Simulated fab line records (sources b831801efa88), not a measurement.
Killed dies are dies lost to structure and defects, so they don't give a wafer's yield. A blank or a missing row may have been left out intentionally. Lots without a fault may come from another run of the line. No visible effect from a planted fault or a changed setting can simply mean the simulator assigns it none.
Chamber matching / flow gf180mcu / 3 sister chambers for GF_V3_CVD_00 on hdpcvd-02
The step deposits SiO2, target thk 600 nm, time 100 s. 6 wafers are shown with their chamber, then 9 later ones without.

== EACH WAFER AND ITS CHAMBER ==
wafer=L847.4; chamber=0; sih4 flow sccm (sccm)=59.85; pressure mtorr (mTorr)=6.014
wafer=L848.4; chamber=0; sih4 flow sccm (sccm)=59.62; pressure mtorr (mTorr)=6.009
wafer=L850.2; chamber=1; sih4 flow sccm (sccm)=59.87; pressure mtorr (mTorr)=5.997
wafer=L850.4; chamber=1; sih4 flow sccm (sccm)=60.13; pressure mtorr (mTorr)=5.953
wafer=L852.1; chamber=2; sih4 flow sccm (sccm)=60.11; pressure mtorr (mTorr)=6.030
wafer=L852.4; chamber=2; sih4 flow sccm (sccm)=60.18; pressure mtorr (mTorr)=6.000

== WAFERS WHOSE CHAMBER IS MISSING ==
wafer=L860.1; sih4 flow sccm (sccm)=59.94; pressure mtorr (mTorr)=5.995
wafer=L860.2; sih4 flow sccm (sccm)=59.93; pressure mtorr (mTorr)=5.996
wafer=L860.6; sih4 flow sccm (sccm)=60.11; pressure mtorr (mTorr)=6.014
wafer=L862.1; sih4 flow sccm (sccm)=59.84; pressure mtorr (mTorr)=5.982
wafer=L862.4; sih4 flow sccm (sccm)=59.79; pressure mtorr (mTorr)=5.998
wafer=L862.6; sih4 flow sccm (sccm)=60.03; pressure mtorr (mTorr)=6.014
wafer=L864.1; sih4 flow sccm (sccm)=59.90; pressure mtorr (mTorr)=6.002
wafer=L864.4; sih4 flow sccm (sccm)=59.97; pressure mtorr (mTorr)=5.996
wafer=L864.5; sih4 flow sccm (sccm)=60.05; pressure mtorr (mTorr)=5.983

== WHICH CHAMBER EACH WENT THROUGH ==
wafer=L860.1; from the rows above=can't be placed: 1 or 0 or 2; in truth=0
wafer=L860.2; from the rows above=can't be placed: 1 or 0 or 2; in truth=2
wafer=L860.6; from the rows above=can't be placed: 2 or 1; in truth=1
wafer=L862.1; from the rows above=can't be placed: 1 or 0 or 2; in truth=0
wafer=L862.4; from the rows above=can't be placed: 0 or 1 or 2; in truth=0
wafer=L862.6; from the rows above=can't be placed: 2 or 1 or 0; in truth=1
wafer=L864.1; from the rows above=can't be placed: 0 or 1 or 2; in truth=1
wafer=L864.4; from the rows above=can't be placed: 1 or 2 or 0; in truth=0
wafer=L864.5; from the rows above=can't be placed: 1 or 2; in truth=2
0 of 9 placed correctly. From these rows, 9 cannot be placed; in 9 the true chamber is one of the candidates. 0 placed wrongly.
How it was worked out, from the rows above alone: a wafer's distance from a chamber is the root of the sum, over the readings, of the square of ((its reading less the chamber's mean) divided by the reading's scatter). If the next closest chamber is less than 2 further off than the closest, the wafer can't be placed; otherwise it belongs to the closest. The mean given for a chamber averages the wafers shown for that chamber. The scatter is the square root of a quotient: the sum, over the shown wafers, of each reading's squared deviation from its chamber's mean, divided by wafers minus chambers.
